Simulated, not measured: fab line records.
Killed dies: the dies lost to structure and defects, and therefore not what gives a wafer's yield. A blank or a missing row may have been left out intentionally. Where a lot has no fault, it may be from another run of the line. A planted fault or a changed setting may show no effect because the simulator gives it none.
The tool behind it: which one? || flow sky130 || Sampling: 6 lots, 18 wafers, 3 of 708 route steps

== WHAT THE GAUGES READ, wafer by wafer ==
SKY_NWELL_THK_MEAS_02.
{"lot": "L171", "measured": "day 2 22:13", "on": "film metro-04", "NWELL_OXIDATION_THK (nm)": "9.90 9.97 10.10"}
{"lot": "L176", "measured": "day 4 01:07", "on": "film metro-04", "NWELL_OXIDATION_THK (nm)": "10.15 10.11 10.29"}
{"lot": "L178", "measured": "day 4 09:48", "on": "film metro-01", "NWELL_OXIDATION_THK (nm)": "9.88 9.99 9.84"}
{"lot": "L180", "measured": "day 4 23:07", "on": "film metro-04", "NWELL_OXIDATION_THK (nm)": "16.52 16.54 16.45 16.51 16.53 16.42"}
{"lot": "L182", "measured": "day 5 10:07", "on": "film metro-03", "NWELL_OXIDATION_THK (nm)": "9.70 9.78 9.89"}
{"lot": "L190", "measured": "day 7 03:08", "on": "film metro-04", "NWELL_OXIDATION_THK (nm)": "9.88 9.99 10.03"}

== EACH LOT AND THE TOOL THAT RAN IT (in order: tool; ch and the chambers of the sampled wafers; start) ==
{"lot": "L171", "SKY_FIELD_ISO_ETCH_14": "rie diel-04 ch 0,1, day 2 15:25", "SKY_NWELL_OXIDATION_01": "furnace-02 ch 0, day 2 20:48"}
{"lot": "L176", "SKY_FIELD_ISO_ETCH_14": "rie diel-03 ch 2,3, day 3 16:41", "SKY_NWELL_OXIDATION_01": "furnace-02 ch 0, day 3 23:43"}
{"lot": "L178", "SKY_FIELD_ISO_ETCH_14": "rie diel-02 ch 0,2, day 4 03:14", "SKY_NWELL_OXIDATION_01": "furnace-01 ch 0, day 4 08:25"}
{"lot": "L180", "SKY_FIELD_ISO_ETCH_14": "rie diel-03 ch 0,1,2, day 4 15:00", "SKY_NWELL_OXIDATION_01": "furnace-01 ch 0, day 4 20:01 and furnace-02 ch 0, day 4 21:44"}
{"lot": "L182", "SKY_FIELD_ISO_ETCH_14": "rie diel-03 ch 0,2,3, day 5 00:21", "SKY_NWELL_OXIDATION_01": "furnace-01 ch 0, day 5 08:42"}
{"lot": "L190", "SKY_FIELD_ISO_ETCH_14": "rie diel-04 ch 0,2,3, day 6 19:03", "SKY_NWELL_OXIDATION_01": "furnace-01 ch 0, day 7 01:43"}
- SKY_FIELD_ISO_ETCH_14: etches BARC in N2/H2, stops on SiO2, time 45.9 s, target depth 60 nm.
- SKY_NWELL_OXIDATION_01: stabilise 600 s, purge 300 s, target thk 10 nm.

== THE ANSWER, worked out from the rows above alone ==
Rule: usual is defined by the lots themselves. Put in order of their means at a reading, lots are off if they are a third of the lots or fewer, leave a main group of 4 or more, and stand apart from it by a gap of 3 or more times the standard deviation of the main group's means; of several such gaps the widest counts. A main group is skipped when, at the precision printed for the reading in the tables above, its means are all equal. Also off: a lot with no number at a reading for which 4 or more lots have one. The other lots that the step has rows for count as sound.
Off: at SKY_NWELL_THK_MEAS_02 (NWELL_OXIDATION_THK), L180. For the main group the mean is 9.97 nm and the standard deviation 0.13.
A tool fits if, at a process step before that reading, it ran every lot that is off, and no sound lot after the first of them. Those tools and the gauges at SKY_NWELL_THK_MEAS_02 are tried in the same way. One fits: furnace-02 at SKY_NWELL_OXIDATION_01. A fault onset in the window from L176 (day 3 23:43, its last sound lot) to L180 (day 4 21:44, its first lot off) fits.

== WHAT HAD BEEN PUT IN BY THE SIMULATOR ==
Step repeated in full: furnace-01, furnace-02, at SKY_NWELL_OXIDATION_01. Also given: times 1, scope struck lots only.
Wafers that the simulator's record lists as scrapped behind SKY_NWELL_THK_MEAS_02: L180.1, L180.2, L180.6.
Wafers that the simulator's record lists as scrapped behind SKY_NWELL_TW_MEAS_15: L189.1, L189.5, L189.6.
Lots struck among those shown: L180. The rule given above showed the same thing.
